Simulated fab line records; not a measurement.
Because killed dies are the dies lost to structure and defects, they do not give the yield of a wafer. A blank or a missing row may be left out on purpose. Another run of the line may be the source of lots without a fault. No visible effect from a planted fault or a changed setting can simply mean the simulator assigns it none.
fab line records	flow sky130
record: lots: 11	wafers: 33	lastDay: 50
route steps=708 shown VIA1@461 METAL2@486 METAL3@566 VIA3@573 PAD_OPEN@708
lots that met no fault: taken from a fault-free run of the same line
startH: hours from the record's opening day to when the first of the lot's shown wafers began	waitH: hours since the lot's step before	" identical to the entry in the row above	L1.1+2: one row covering several wafers at once	- either no value or no given start	* or withheld: withheld	< > ~ a bound
route shown NAME@n: names a module that has steps shown in the file, with the first one's number in the route	usual: average and standard deviation across the fault-free wafers	same: alike in all rows	chamber/n: place in a boat	sites: readings site by site	_std_site: standard deviation of those values	_edge_site: outer sites' mean less inner sites'	radiusMm: how far each site lies from the wafer's centre	mask NAME#n: copy n	behind: the last tool/chamber to shape the wafer	hold: why the lot was held/for how many hours/how that ended	device: the n, p or np transistor that did not switch	end of line: at the end of the route, the tests of the same wafers	a step without rows: its recipe alone	killed: at the first sort, the dies lost to defects and structure; wafer yield is something else	map: the dies of a wafer, with x for killed, . for not killed, _ for no die there
set.NAME: the setting that was run; set.NAME@STEP: the one run at that earlier step	model.NAME: the simulator's own value behind a step, which no gauge read
one table for each step of the route and one row for each wafer, over a sample of lots
services: when a tool's chamber went out of use (startH, in hours from the record's first day, below 0 if earlier), for how many hours, and the reason
== steps ==
step: SKY_VIA1_BOW_MEAS_03
recipe: mode: bow
usual: VIA1_BOW: 80/6.9
lot.wafer	tool	chamber	startH	waitH	VIA1_BOW[um]
L466.1	filmMetro-02	-	785.17	0.2	86
L466.3	"	-	"	"	88
L466.4	"	-	"	"	97
L468.1	filmMetro-04	-	806.47	0.1	81
L468.2	"	-	"	"	81
L468.4	"	-	"	"	85
L469.4	filmMetro-02	-	808.43	0.3	86
L469.5	"	-	"	"	81
L469.6	"	-	"	"	85
L467.1	filmMetro-02	-	809.79	0.2	71
L467.4	"	-	"	"	84
L467.6	"	-	"	"	71
L470.1	filmMetro-01	-	825.62	0.1	74
L470.3	"	-	"	"	81
L470.6	"	-	"	"	92
L475.2	filmMetro-04	-	858.57	0.2	78
L475.4	"	-	"	"	79
L475.6	"	-	"	"	90
L476.1	filmMetro-04	-	862.53	0.1	84
L476.4	"	-	"	"	76
L476.6	"	-	"	"	86
L477.1	filmMetro-02	-	871.09	0.2	75
L477.4	"	-	"	"	75
L477.5	"	-	"	"	74
L479.3	filmMetro-04	-	885.10	0.3	77
L479.4	"	-	"	"	75
L479.6	"	-	"	"	76
L480.3	filmMetro-01	-	890.83	0.2	73
L480.4	"	-	"	"	84
L480.5	"	-	"	"	81
L488.1	filmMetro-02	-	942.85	0.2	85
L488.4	"	-	"	"	84
L488.6	"	-	"	"	80
step: SKY_METAL2_SPUTTER_03
recipe: material: Ti	targetThkNm: 5	powerW: 3000	timeS: 3.3	chamberPressurePa: 0.4
usual: throttleValvePct: 30.0/0.83
lot.wafer	tool	chamber	startH	waitH	throttleValvePct
L466.1	pvdSputter-03	-	813.36	0.0	29.6
L466.3	"	-	"	"	29.4
L466.4	"	-	"	"	28.8
L468.1	pvdSputter-03	-	835.41	0.0	29.0
L468.2	"	-	"	"	30.0
L468.4	"	-	"	"	29.5
L469.4	pvdSputter-04	-	836.49	0.0	29.4
L469.5	"	-	"	"	30.4
L469.6	"	-	"	"	29.8
L467.1	pvdSputter-03	-	838.59	0.0	29.5
L467.4	"	-	"	"	29.8
L467.6	"	-	"	"	28.9
L470.1	pvdSputter-03	-	854.08	0.0	29.4
L470.3	"	-	"	"	28.5
L470.6	"	-	"	"	29.6
L475.2	pvdSputter-01	-	886.76	0.0	31.2
L475.4	"	-	"	"	29.8
L475.6	"	-	"	"	30.9
L476.1	pvdSputter-03	-	890.54	0.0	30.0
L476.4	"	-	"	"	29.5
L476.6	"	-	"	"	29.5
L477.1	pvdSputter-04	-	899.51	0.0	30.3
L477.4	"	-	"	"	29.1
L477.5	"	-	"	"	29.3
L479.3	pvdSputter-01	-	913.21	0.0	29.8
L479.4	"	-	"	"	31.1
L479.6	"	-	"	"	31.4
L480.3	pvdSputter-04	-	918.26	0.0	29.7
L480.4	"	-	"	"	30.5
L480.5	"	-	"	"	29.7
L488.1	pvdSputter-04	-	968.46	0.0	29.7
L488.4	"	-	"	"	30.6
L488.6	"	-	"	"	30.4
step: SKY_METAL3_ETCH_16
recipe: chemistry: N2/H2	target: BARC	ionEnergyEv: 200	biasW: 100	pressureMtorr: 30	n2FlowSccm: 100	h2FlowSccm: 200	icpW: 500	stopOn: SiO2	timeS: 88.2	targetDepthA: 600
usual: drypumpMotorCurrentA: 5.44/0.27	n2FlowSccm: 100.02/0.29	oesProductAu: 0.627/0.005	throttleValvePct: 13.205/0.0093
lot.wafer	tool	chamber	startH	waitH	drypumpMotorCurrentA	n2FlowSccm	oesProductAu	rfHoursCounterH	throttleValvePct
L466.1	rieMetal-01	0	923.75	0.0	5.75	99.93	0.626	9	13.212
L466.3	"	1	"	"	5.28	100.09	0.630	-	13.215
L466.4	"	0	"	"	5.76	99.99	0.620	-	13.205
L468.1	rieMetal-01	1	943.56	0.0	5.26	100.50	0.635	18	13.214
L468.2	"	0	"	"	5.74	99.76	0.628	11	13.200
L468.4	"	1	"	"	5.26	100.07	0.625	-	13.182
L469.4	rieMetal-02	1	946.33	0.0	5.74	100.19	0.627	-	13.198
L469.5	"	0	"	"	5.22	100.16	0.626	-	13.224
L469.6	"	1	"	"	5.75	100.01	0.629	-	13.212
L467.1	rieMetal-01	0	948.40	0.0	5.77	99.89	0.628	11	13.205
L467.4	"	1	"	"	5.28	100.13	0.622	-	13.197
L467.6	"	1	"	"	5.27	100.44	0.622	-	13.206
L470.1	rieMetal-01	1	962.46	0.0	5.26	100.45	0.635	19	13.214
L470.3	"	0	"	"	5.75	99.77	0.624	-	13.217
L470.6	"	1	"	"	5.27	100.23	0.631	-	13.207
L475.2	rieMetal-02	1	991.40	0.0	5.73	99.84	0.623	16	13.210
L475.4	"	1	"	"	5.74	100.00	0.622	-	13.186
L475.6	"	1	"	"	5.74	99.83	0.625	-	13.191
L476.1	rieMetal-01	1	993.70	0.0	5.27	99.62	0.623	21	13.207
L476.4	"	1	"	"	5.28	99.75	0.627	-	13.197
L476.6	"	1	"	"	5.27	99.99	0.631	-	13.207
L477.1	rieMetal-03	1	1003.30	0.0	5.61	100.32	0.632	7	13.212
L477.4	"	1	"	"	5.63	99.80	0.613	-	13.191
L477.5	"	1	"	"	5.61	99.90	0.633	-	13.202
L479.3	rieMetal-02	1	1015.63	0.0	5.73	100.17	0.633	-	13.221
L479.4	"	0	"	"	5.21	99.17	0.636	-	13.205
L479.6	"	0	"	"	5.23	99.61	0.633	-	13.205
L480.3	rieMetal-03	0	1021.25	0.0	5.02	100.04	0.634	-	13.210
L480.4	"	1	"	"	5.65	100.10	0.625	-	13.207
L480.5	"	0	"	"	5.07	100.29	0.622	-	13.194
L488.1	rieMetal-03	1	1065.95	0.0	5.63	100.04	0.621	11	13.211
L488.4	"	1	"	"	5.62	100.58	0.630	-	13.206
L488.6	"	1	"	"	5.66	100.26	0.633	-	13.211
step: SKY_VIA3_HDPCVD_00
recipe: material: SiO2	targetThkNm: 1635	sigmaOpenFrac: 0.3	timeS: 272.5	tempC: 400	sih4FlowSccm: 60	pressureMtorr: 6
usual: runLengthS: 300.4/0.36
lot.wafer	tool	chamber	startH	waitH	runLengthS
L466.1	hdpcvd-02	0	924.63	0.0	300.6
L466.3	"	1	"	"	300.6
L466.4	"	0	"	"	300.7
L468.1	hdpcvd-02	2	944.45	0.0	300.2
L468.2	"	1	"	"	300.4
L468.4	"	2	"	"	300.2
L469.4	hdpcvd-01	2	947.27	0.1	300.1
L469.5	"	1	"	"	300.9
L469.6	"	0	"	"	300.3
L467.1	hdpcvd-02	1	949.28	0.0	300.5
L467.4	"	1	"	"	300.4
L467.6	"	0	"	"	300.8
L470.1	hdpcvd-02	2	963.43	0.0	300.1
L470.3	"	0	"	"	301.5
L470.6	"	0	"	"	300.6
L475.2	hdpcvd-02	0	992.33	0.0	300.9
L475.4	"	2	"	"	300.0
L475.6	"	2	"	"	299.9
L476.1	hdpcvd-01	1	994.73	0.0	349.9
L476.4	"	2	"	"	300.3
L476.6	"	1	"	"	349.9
L477.1	hdpcvd-02	2	1004.20	0.0	300.1
L477.4	"	0	"	"	301.0
L477.5	"	2	"	"	299.8
L479.3	hdpcvd-02	0	1016.75	0.1	300.7
L479.4	"	2	"	"	300.3
L479.6	"	0	"	"	300.5
L480.3	hdpcvd-02	1	1022.28	0.0	300.3
L480.4	"	2	"	"	300.0
L480.5	"	1	"	"	300.1
L488.1	hdpcvd-02	0	1066.83	0.0	301.6
L488.4	"	0	"	"	300.7
L488.6	"	2	"	"	299.7
step: SKY_VIA3_THK_MEAS_01
recipe: reads: SiO2_of_VIA3_HDPCVD_00
usual: VIA3_HDPCVD_THK: 1636/21
lot.wafer	tool	chamber	startH	waitH	VIA3_HDPCVD_THK[nm]
L466.1	filmMetro-01	-	924.82	0.1	1644
L466.3	"	-	"	"	1677
L466.4	"	-	"	"	1626
L468.1	filmMetro-02	-	944.61	0.1	1625
L468.2	"	-	"	"	1643
L468.4	"	-	"	"	1598
L469.4	filmMetro-01	-	947.38	0.0	1640
L469.5	"	-	"	"	1628
L469.6	"	-	"	"	1646
L467.1	filmMetro-01	-	949.45	0.1	1667
L467.4	"	-	"	"	1685
L467.6	"	-	"	"	1663
L470.1	filmMetro-04	-	963.60	0.1	1626
L470.3	"	-	"	"	1641
L470.6	"	-	"	"	1622
L475.2	filmMetro-02	-	992.59	0.2	1620
L475.4	"	-	"	"	1605
L475.6	"	-	"	"	1620
L476.1	filmMetro-01	-	994.89	0.1	1912
L476.4	"	-	"	"	1642
L476.6	"	-	"	"	1929
L477.1	filmMetro-01	-	1004.45	0.2	1631
L477.4	"	-	"	"	1650
L477.5	"	-	"	"	1642
L479.3	filmMetro-02	-	1016.93	0.1	1614
L479.4	"	-	"	"	1628
L479.6	"	-	"	"	1620
L480.3	filmMetro-04	-	1022.47	0.1	1674
L480.4	"	-	"	"	1636
L480.5	"	-	"	"	1653
L488.1	filmMetro-02	-	1067.00	0.1	1608
L488.4	"	-	"	"	1590
L488.6	"	-	"	"	1604
step: SKY_PAD_OPEN_PROBE_99
usual: defectLimitedYield: 82.5/1.9	killed_at_M0_to_M3: 43/6.8	killed_at_M4_up: 3.2/2	killedAtContacts: 24/5.3	killedAtFrontEnd: 16/4.4	killedAtOther: 0.3/0.54	killedDies: 86/9.4	killedOnRim: 16/3.8	killedOpen: 48/6.6	killedShort: 38/6.5	sort_bin_3_pad_short: 0.8/0.4	sort_bin_5_function: 10.4/1.5	sort_bin_6_memory: 6.3/1.2	sortNPass: 406/9.4	sortYieldPct: 82.5/1.9
same: grossDies: 492	killedAtBackSide: 0	sort_bin_4_leakage[%]: 0	sort_bin_8_speed[%]: 0
lot.wafer	tool	chamber	startH	waitH	defectLimitedYield[%]	killed_at_M0_to_M3	killed_at_M4_up	killedAtContacts	killedAtFrontEnd	killedAtOther	killedDies	killedOnRim	killedOpen	killedShort	sort_bin_3_pad_short[%]	sort_bin_5_function[%]	sort_bin_6_memory[%]	sortNPass	sortYieldPct[%]
L466.1	prober-01	-	1099.78	0.1	84.8	33	2	24	16	0	75	13	42	33	1.0	9.1	5.1	417	84.8
L466.3	prober-01	-	1099.88	0.2	82.1	48	5	19	16	0	88	15	45	43	0.6	10.4	6.9	404	82.1
L466.4	prober-01	-	1099.93	0.2	79.5	57	3	23	17	1	101	20	54	47	0.4	12.8	7.3	391	79.5
L468.1	prober-02	-	1114.64	0.1	84.1	38	3	19	18	0	78	15	44	34	0.6	8.5	6.7	414	84.1
L468.2	prober-02	-	1114.69	0.1	83.5	42	3	22	14	0	81	16	50	31	0.2	10.6	5.7	411	83.5
L468.4	prober-02	-	1114.79	0.2	81.9	47	5	17	19	1	89	21	52	37	0.6	11.6	5.9	403	81.9
L469.4	prober-01	-	1116.96	0.2	83.9	42	1	17	19	0	79	12	45	34	0.8	8.9	6.3	413	83.9
L469.5	prober-01	-	1117.01	0.2	82.5	39	3	28	16	0	86	11	49	37	0.6	8.5	8.3	406	82.5
L469.6	prober-01	-	1117.06	0.2	80.1	55	3	25	15	0	98	19	59	39	0.8	11.8	7.3	394	80.1
L467.1	prober-02	-	1119.22	0.1	79.9	52	8	24	14	1	99	18	52	47	1.4	11.4	7.3	393	79.9
L467.4	prober-02	-	1119.37	0.2	80.5	49	4	29	14	0	96	16	46	50	1.0	11.8	6.7	396	80.5
L467.6	prober-02	-	1119.47	0.2	81.7	52	2	18	18	0	90	10	42	48	0.8	11.4	6.1	402	81.7
L470.1	prober-01	-	1131.59	0.1	78.3	53	4	30	20	0	107	22	68	39	0.2	13.8	7.7	385	78.3
L470.3	prober-01	-	1131.69	0.2	81.7	44	2	21	22	1	90	21	46	44	1.0	10.8	6.5	402	81.7
L470.6	prober-01	-	1131.84	0.2	83.9	32	2	21	24	0	79	12	45	33	0.2	10.6	5.3	413	83.9
L475.2	prober-02	-	1152.80	0.1	83.5	44	0	26	10	1	81	16	42	39	1.2	9.1	6.1	411	83.5
L475.4	prober-02	-	1152.90	0.2	82.3	42	5	25	14	1	87	23	51	36	0.2	11.0	6.5	405	82.3
L475.6	prober-02	-	1153.00	0.2	80.9	45	3	30	16	0	94	22	59	35	1.0	11.8	6.3	398	80.9
L476.1	prober-01	-	1155.68	0.1	85.8	39	3	21	7	0	70	11	40	30	0.4	8.7	5.1	422	85.8
L476.4	prober-01	-	1155.83	0.2	81.9	37	3	29	20	0	89	20	42	47	0.2	10.8	7.1	403	81.9
L476.6	prober-01	-	1155.93	0.2	84.8	35	1	24	15	0	75	10	40	34	0.6	10.0	4.7	417	84.8
L477.1	prober-02	-	1164.48	0.1	83.1	50	1	21	11	0	83	14	53	29	1.0	9.1	6.7	409	83.1
L477.4	prober-02	-	1164.63	0.2	83.9	39	3	21	15	1	79	13	43	36	0.8	10.2	5.1	413	83.9
L477.5	prober-02	-	1164.68	0.2	81.7	47	1	26	16	0	90	22	42	48	1.2	11.4	5.7	402	81.7
L479.3	prober-01	-	1173.48	0.2	80.7	43	5	32	15	0	95	17	51	42	1.4	10.2	7.7	397	80.7
L479.4	prober-01	-	1173.53	0.2	81.3	46	5	19	22	0	92	19	47	43	1.2	11.2	6.3	400	81.3
L479.6	prober-01	-	1173.63	0.2	83.3	41	3	26	12	0	82	9	50	32	1.0	8.5	7.1	410	83.3
L480.3	prober-01	-	1178.33	0.2	78.5	57	5	30	14	0	106	21	52	53	1.0	11.2	9.3	386	78.5
L480.4	prober-01	-	1178.38	0.2	81.7	42	6	18	24	0	90	16	55	33	1.0	11.8	5.5	402	81.7
L480.5	prober-01	-	1178.43	0.2	78.5	50	5	32	19	0	106	20	60	45	0.8	11.8	8.9	386	78.5
L488.1	prober-02	-	1209.31	0.1	80.7	51	3	24	17	0	95	16	48	47	0.8	12.0	6.5	397	80.7
L488.4	prober-02	-	1209.46	0.2	82.9	34	1	30	18	1	84	13	50	34	1.2	8.7	7.1	408	82.9
L488.6	prober-02	-	1209.56	0.2	83.5	40	3	29	9	0	81	20	55	25	0.4	11.0	5.1	411	83.5
killed by level:class
L466.1 VIA1:geometricParticle:open=9 CONTACT:geometricParticle:open=8 LOCAL_INTERCONNECT:geometricParticle:short=7 FIELD_ISO:geometricParticle:short=6 LI_CONTACT:geometricParticle:open=6 VIA3:geometricParticle:open=6 VIA2:geometricParticle:open=4 METAL2:geometricParticle:short=3
L466.3 VIA1:geometricParticle:open=14 VIA2:geometricParticle:open=8 CONTACT:geometricParticle:open=7 CONTACT:geometricParticle:short=6 FIELD_ISO:geometricParticle:short=5 FIELD_ISO:geometricParticle:open=5 METAL2:geometricParticle:short=5 LI_CONTACT:geometricParticle:short=4
L466.4 CONTACT:geometricParticle:open=12 VIA1:geometricParticle:open=12 METAL2:geometricParticle:short=9 VIA3:geometricParticle:open=8 VIA2:geometricParticle:open=6 VIA2:geometricParticle:short=5 METAL3:geometricParticle:short=5 FIELD_ISO:geometricParticle:short=4
L468.1 VIA1:geometricParticle:open=7 POLY_GATE:geometricParticle:short=6 LI_CONTACT:geometricParticle:open=6 CONTACT:geometricParticle:open=6 FIELD_ISO:geometricParticle:open=5 VIA2:geometricParticle:open=5 POLY_GATE:geometricParticle:open=5 METAL1:geometricParticle:short=5
L468.2 LI_CONTACT:geometricParticle:open=10 VIA1:geometricParticle:open=9 VIA3:geometricParticle:open=7 VIA2:geometricParticle:open=5 CONTACT:geometricParticle:open=5 METAL2:geometricParticle:short=5 METAL3:geometricParticle:short=4 METAL1:geometricParticle:open=4
L468.4 VIA1:geometricParticle:open=15 VIA2:geometricParticle:open=9 CONTACT:geometricParticle:open=7 METAL1:geometricParticle:short=6 POLY_GATE:geometricParticle:open=5 POLY_GATE:geometricParticle:short=4 VIA3:geometricParticle:open=4 FIELD_ISO:geometricParticle:short=3
L469.4 LI_CONTACT:geometricParticle:open=9 VIA1:geometricParticle:open=8 VIA2:geometricParticle:open=7 VIA3:geometricParticle:open=7 POLY_GATE:geometricParticle:short=5 VIA1:geometricParticle:short=5 CONTACT:geometricParticle:open=5 FIELD_ISO:geometricParticle:short=4
L469.5 VIA1:geometricParticle:open=11 CONTACT:geometricParticle:open=10 LI_CONTACT:geometricParticle:open=7 VIA3:geometricParticle:open=7 POLY_GATE:geometricParticle:open=6 VIA2:geometricParticle:open=5 FIELD_ISO:geometricParticle:short=5 LI_CONTACT:geometricParticle:short=5
L469.6 VIA2:geometricParticle:open=10 VIA3:geometricParticle:open=9 METAL2:geometricParticle:short=9 CONTACT:geometricParticle:open=8 LI_CONTACT:geometricParticle:open=7 VIA1:geometricParticle:open=7 VIA3:geometricParticle:short=5 POLY_GATE:geometricParticle:open=4
L467.1 CONTACT:geometricParticle:open=10 LI_CONTACT:geometricParticle:open=8 VIA1:geometricParticle:open=7 METAL1:geometricParticle:short=7 VIA1:geometricParticle:short=7 VIA2:geometricParticle:open=7 VIA3:geometricParticle:short=5 VIA3:geometricParticle:open=5
L467.4 CONTACT:geometricParticle:open=11 VIA1:geometricParticle:short=9 VIA3:geometricParticle:open=9 LI_CONTACT:geometricParticle:open=7 FIELD_ISO:geometricParticle:short=6 METAL1:geometricParticle:short=6 VIA1:geometricParticle:open=6 METAL2:geometricParticle:short=6
L467.6 VIA1:geometricParticle:open=12 METAL1:geometricParticle:short=11 CONTACT:geometricParticle:open=7 METAL3:geometricParticle:short=7 CONTACT:geometricParticle:short=6 FIELD_ISO:geometricParticle:open=5 FIELD_ISO:geometricParticle:short=5 VIA2:geometricParticle:open=5
L470.1 VIA1:geometricParticle:open=17 CONTACT:geometricParticle:open=11 FIELD_ISO:geometricParticle:open=8 LI_CONTACT:geometricParticle:open=7 CONTACT:geometricParticle:short=6 VIA2:geometricParticle:open=6 VIA3:geometricParticle:open=6 METAL2:geometricParticle:short=5
L470.3 VIA3:geometricParticle:open=11 CONTACT:geometricParticle:open=11 POLY_GATE:geometricParticle:short=8 VIA1:geometricParticle:open=7 METAL1:geometricParticle:short=7 POLY_GATE:geometricParticle:open=5 LOCAL_INTERCONNECT:geometricParticle:short=4 METAL2:geometricParticle:short=4
L470.6 VIA1:geometricParticle:open=11 CONTACT:geometricParticle:open=9 POLY_GATE:geometricParticle:open=7 METAL1:geometricParticle:short=7 FIELD_ISO:geometricParticle:short=4 POLY_GATE:geometricParticle:short=4 VIA2:geometricParticle:open=4 VIA1:geometricParticle:short=4
L475.2 CONTACT:geometricParticle:open=10 VIA2:geometricParticle:open=9 CONTACT:geometricParticle:short=7 VIA1:geometricParticle:open=7 VIA1:geometricParticle:short=6 METAL2:geometricParticle:short=5 VIA3:geometricParticle:open=5 LI_CONTACT:geometricParticle:open=4
L475.4 CONTACT:geometricParticle:open=14 VIA1:geometricParticle:open=10 VIA3:geometricParticle:open=8 FIELD_ISO:geometricParticle:short=6 VIA2:geometricParticle:open=5 LI_CONTACT:geometricParticle:open=5 METAL3:geometricParticle:short=4 METAL4:geometricParticle:short=4
L475.6 CONTACT:geometricParticle:open=17 VIA1:geometricParticle:open=16 FIELD_ISO:geometricParticle:open=5 LOCAL_INTERCONNECT:geometricParticle:short=5 FIELD_ISO:geometricParticle:short=4 METAL2:geometricParticle:open=4 METAL2:geometricParticle:short=4 VIA3:geometricParticle:short=4
L476.1 VIA2:geometricParticle:open=9 CONTACT:geometricParticle:open=9 VIA3:geometricParticle:open=6 CONTACT:geometricParticle:short=5 METAL1:geometricParticle:short=5 VIA1:geometricParticle:open=5 VIA2:geometricParticle:short=5 VIA3:geometricParticle:short=4
L476.4 CONTACT:geometricParticle:open=11 FIELD_ISO:geometricParticle:short=10 VIA1:geometricParticle:open=9 VIA2:geometricParticle:open=9 VIA1:geometricParticle:short=7 LOCAL_INTERCONNECT:geometricParticle:short=5 CONTACT:geometricParticle:short=5 POLY_GATE:geometricParticle:open=4
L476.6 CONTACT:geometricParticle:open=8 LI_CONTACT:geometricParticle:open=7 VIA2:geometricParticle:open=7 POLY_GATE:geometricParticle:open=6 METAL1:geometricParticle:short=6 METAL2:geometricParticle:short=5 CONTACT:geometricParticle:short=4 METAL1:geometricParticle:open=4
L477.1 VIA1:geometricParticle:open=13 CONTACT:geometricParticle:open=9 LI_CONTACT:geometricParticle:open=8 VIA3:geometricParticle:open=7 METAL3:geometricParticle:short=7 VIA2:geometricParticle:open=5 CONTACT:geometricParticle:short=4 METAL2:geometricParticle:short=4
L477.4 VIA2:geometricParticle:open=9 VIA1:geometricParticle:open=8 FIELD_ISO:geometricParticle:short=6 CONTACT:geometricParticle:short=6 LI_CONTACT:geometricParticle:open=6 CONTACT:geometricParticle:open=6 METAL3:geometricParticle:short=5 VIA3:geometricParticle:open=4
L477.5 CONTACT:geometricParticle:open=11 METAL1:geometricParticle:short=8 LI_CONTACT:geometricParticle:open=7 VIA2:geometricParticle:open=7 FIELD_ISO:geometricParticle:short=6 VIA1:geometricParticle:short=6 VIA3:geometricParticle:open=6 METAL2:geometricParticle:short=5
L479.3 CONTACT:geometricParticle:open=13 VIA1:geometricParticle:open=13 LI_CONTACT:geometricParticle:open=7 POLY_GATE:geometricParticle:short=6 LOCAL_INTERCONNECT:geometricParticle:short=6 VIA2:geometricParticle:open=5 METAL1:geometricParticle:short=5 VIA1:geometricParticle:short=5
L479.4 VIA1:geometricParticle:open=12 METAL1:geometricParticle:short=7 FIELD_ISO:geometricParticle:short=6 CONTACT:geometricParticle:open=6 VIA3:geometricParticle:open=6 VIA1:geometricParticle:short=5 FIELD_ISO:geometricParticle:open=4 LI_CONTACT:geometricParticle:open=4
L479.6 CONTACT:geometricParticle:open=13 VIA1:geometricParticle:open=11 VIA3:geometricParticle:open=7 METAL2:geometricParticle:short=5 LI_CONTACT:geometricParticle:open=5 VIA1:geometricParticle:short=5 VIA2:geometricParticle:open=4 VIA3:geometricParticle:short=4
L480.3 VIA1:geometricParticle:open=14 CONTACT:geometricParticle:open=11 METAL1:geometricParticle:short=7 LI_CONTACT:geometricParticle:open=7 LOCAL_INTERCONNECT:geometricParticle:short=7 VIA1:geometricParticle:short=6 METAL2:geometricParticle:short=6 VIA2:geometricParticle:open=6
L480.4 VIA1:geometricParticle:open=11 POLY_GATE:geometricParticle:open=7 CONTACT:geometricParticle:open=7 LI_CONTACT:geometricParticle:open=6 VIA3:geometricParticle:open=6 FIELD_ISO:geometricParticle:open=5 POLY_GATE:geometricParticle:short=5 METAL4:geometricParticle:short=5
L480.5 CONTACT:geometricParticle:open=18 VIA1:geometricParticle:open=13 LI_CONTACT:geometricParticle:open=7 FIELD_ISO:geometricParticle:short=6 FIELD_ISO:geometricParticle:open=6 VIA2:geometricParticle:short=6 VIA1:geometricParticle:short=5 METAL1:geometricParticle:short=5
L488.1 LI_CONTACT:geometricParticle:open=11 VIA1:geometricParticle:open=10 VIA3:geometricParticle:open=7 VIA1:geometricParticle:short=7 METAL1:geometricParticle:short=6 FIELD_ISO:geometricParticle:short=5 METAL2:geometricParticle:short=5 CONTACT:geometricParticle:open=5
L488.4 CONTACT:geometricParticle:open=11 LI_CONTACT:geometricParticle:open=9 FIELD_ISO:geometricParticle:open=8 VIA1:geometricParticle:open=8 METAL1:geometricParticle:short=5 POLY_GATE:geometricParticle:open=4 LI_CONTACT:geometricParticle:short=4 CONTACT:geometricParticle:short=4
L488.6 CONTACT:geometricParticle:open=15 VIA1:geometricParticle:open=12 LI_CONTACT:geometricParticle:open=8 VIA3:geometricParticle:open=8 METAL3:geometricParticle:short=6 METAL2:geometricParticle:short=5 VIA2:geometricParticle:open=4 FIELD_ISO:geometricParticle:open=3
== services ==
tool	chamber	startH	hours	kind
pvdSputter-03	3	802.84	-	consumableReplace:kit
pvdSputter-03	3	802.84	18.0	scheduledDown
pvdSputter-03	3	802.84	18.0	ventCycle
hdpcvd-01	-	804.27	0.9	repair
hdpcvd-01	-	819.33	3.0	repair
rieMetal-01	-	832.78	0.2	repair
pvdSputter-04	-	866.49	1.7	repair
rieMetal-02	1	896.19	13.8	repair
rieMetal-01	-	896.53	1.4	pm
pvdSputter-04	-	908.70	1.4	repair
pvdSputter-03	-	911.46	1.9	repair
pvdSputter-04	-	911.85	1.4	repair
hdpcvd-01	-	950.25	15.0	pm
hdpcvd-01	-	957.21	1.3	repair
pvdSputter-03	2	970.01	-	consumableReplace:kit
pvdSputter-03	2	970.01	18.0	scheduledDown
pvdSputter-03	2	970.01	18.0	ventCycle
rieMetal-03	-	979.62	1.4	pm
hdpcvd-02	1	980.87	36.6	repair
hdpcvd-01	-	1005.57	0.6	repair
rieMetal-01	1	1008.79	-	clean
rieMetal-02	-	1041.54	0.5	repair
pvdSputter-04	-	1055.60	3.0	repair
pvdSputter-04	-	1063.83	2.3	repair
== key ==
firstSign: step: SKY_VIA3_HDPCVD_00	reading: runLengthS	direction: up	sigmas: 99+	usual: *	struck: *
effect: step: SKY_VIA3_THK_MEAS_01	reading: VIA3_HDPCVD_THK	direction: up	sigmas: 14	usual: 1636	struck: 1921
metAt SKY_VIA3_HDPCVD_00
struckLots L476
struckWafers L476.1,L476.6
notActingAt SKY_VIA1_BOW_MEAS_03,SKY_METAL2_SPUTTER_03,SKY_METAL3_ETCH_16
onsetBetween 947.27 994.73
fault: kind: processParameterDrift	tool: hdpcvd-01	chamber: 1	onsetH: 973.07	steps: SKY_VIA3_HDPCVD_00	channel: timeS	offset: *	shape: step	actsIn: *	stated: *
